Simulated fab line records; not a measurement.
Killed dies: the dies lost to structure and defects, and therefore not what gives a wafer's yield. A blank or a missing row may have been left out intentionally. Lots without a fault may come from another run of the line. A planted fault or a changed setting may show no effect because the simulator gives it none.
Chamber matching + flow gf180mcu + GF_V4_CMP_04 on cmp-02 has 4 sister chambers
The step polishes SiO2. 4 wafers are shown with their chamber, then 7 later ones without.

EACH WAFER AND ITS CHAMBER
| wafer  | chamber | motor_current_A (A) |
|--------|---------|---------------------|
| L231.5 | 2       | 12.3                |
| L243.5 | 0       | 11.5                |
| L245.2 | 3       | 10.1                |
| L245.3 | 1       | 11.7                |

WAFERS WHOSE CHAMBER IS MISSING
| wafer  | motor_current_A (A) |
|--------|---------------------|
| L245.4 | 11.7                |
| L246.1 | 10.0                |
| L246.3 | 11.9                |
| L246.6 | 11.0                |
| L248.1 | 12.3                |
| L248.2 | 12.3                |
| L248.5 | 11.4                |

THE CHAMBER EACH PASSED THROUGH
| wafer  | from the rows above          | in truth                   |
|--------|------------------------------|----------------------------|
| L245.4 | can't be placed: 1 or 0      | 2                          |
| L246.1 | 3                            | 3                          |
| L246.3 | can't be placed: 1 or 0 or 2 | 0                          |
| L246.6 | can't be placed: 0 or 1 or 3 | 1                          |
| L248.1 | 2                            | 2                          |
| L248.2 | 2                            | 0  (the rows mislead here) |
| L248.5 | can't be placed: 0 or 1      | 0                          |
Correctly placed: 2 of 7. Unplaceable from these rows: 4, with the true chamber sitting among the candidates in 3. 1 placed wrongly.
How it was worked out, from the rows above alone: a wafer's distance from a chamber is the root of the sum, over the readings, of the square of ((its reading less the chamber's mean) divided by the reading's scatter). If the next closest chamber is less than 2 further off than the closest, the wafer can't be placed; otherwise it belongs to the closest. For every chamber, the mean is computed from those of its wafers that are shown. The scatter (one wafer shown for each chamber): square how far every hidden wafer sits from the nearest shown wafer, average those squares and take the square root.
